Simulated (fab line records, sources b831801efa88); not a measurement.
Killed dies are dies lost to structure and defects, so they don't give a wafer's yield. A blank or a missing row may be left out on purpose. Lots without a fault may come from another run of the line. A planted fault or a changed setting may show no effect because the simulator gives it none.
Which tool did it? | flow sky130 | 12 lots, 36 wafers sampled, at 1 step of a route of 708

WHAT THE GAUGES READ, wafer by wafer
SKY_METAL1_THK_MEAS_06: measures by xrf. Usual: METAL1_ALCU_THK 255 nm, standard deviation 3.7.
lot  | measured     | on            | METAL1_ALCU_THK (nm) | flag
L659 | day 31 18:25 | film_metro-01 | 259 257 257          |
L660 | day 32 05:40 | film_metro-02 | 254 254 260          |
L668 | day 35 07:34 | film_metro-04 | 260 254 263          |
L671 | day 36 04:10 | film_metro-01 | 253 255 255          |
L670 | day 36 04:29 | film_metro-04 | 259 254 254          |
L673 | day 36 14:40 | film_metro-04 | 256 252 250          |
L675 | day 37 07:05 | film_metro-04 | 254 255 257          |
L677 | day 37 15:23 | film_metro-01 | 258 256 259          |
L678 | day 38 07:13 | film_metro-04 | 253 252 252          |
L679 | day 38 13:31 | film_metro-02 | 257 256 253          |
L680 | day 38 20:21 | film_metro-02 | 253 258 252          |
L681 | day 39 07:21 | film_metro-01 | 256 250 254          |

WHICH TOOL RAN EACH LOT (tool, then ch and the chambers of the sampled wafers, then the start)
The record holds no process step before these readings.

WHAT THE TOOLS THEMSELVES READ (means of the sampled wafers that have a number; where no wafer has one, the mark that the record gives instead)
The record holds no such reading with a usual standard deviation.

THE ANSWER, worked out from the rows above alone
Rule: a lot is off if the mean of its wafers that have a number lies more than 3 standard deviations from the usual mean. A lot without any number at a reading at which 4 lots or more have one is off too. The other lots that the step has rows for count as sound. The gauges are gone through in route order, then the tools' own readings, and for those a lot's mean is taken as printed above. The first step at which some lot is off is used, and at that step the reading that is off furthest; a lot without a number counts as furthest.
No lot is off at any reading shown: from this, nothing can be told.

WHAT THE SIMULATOR HAD PUT IN
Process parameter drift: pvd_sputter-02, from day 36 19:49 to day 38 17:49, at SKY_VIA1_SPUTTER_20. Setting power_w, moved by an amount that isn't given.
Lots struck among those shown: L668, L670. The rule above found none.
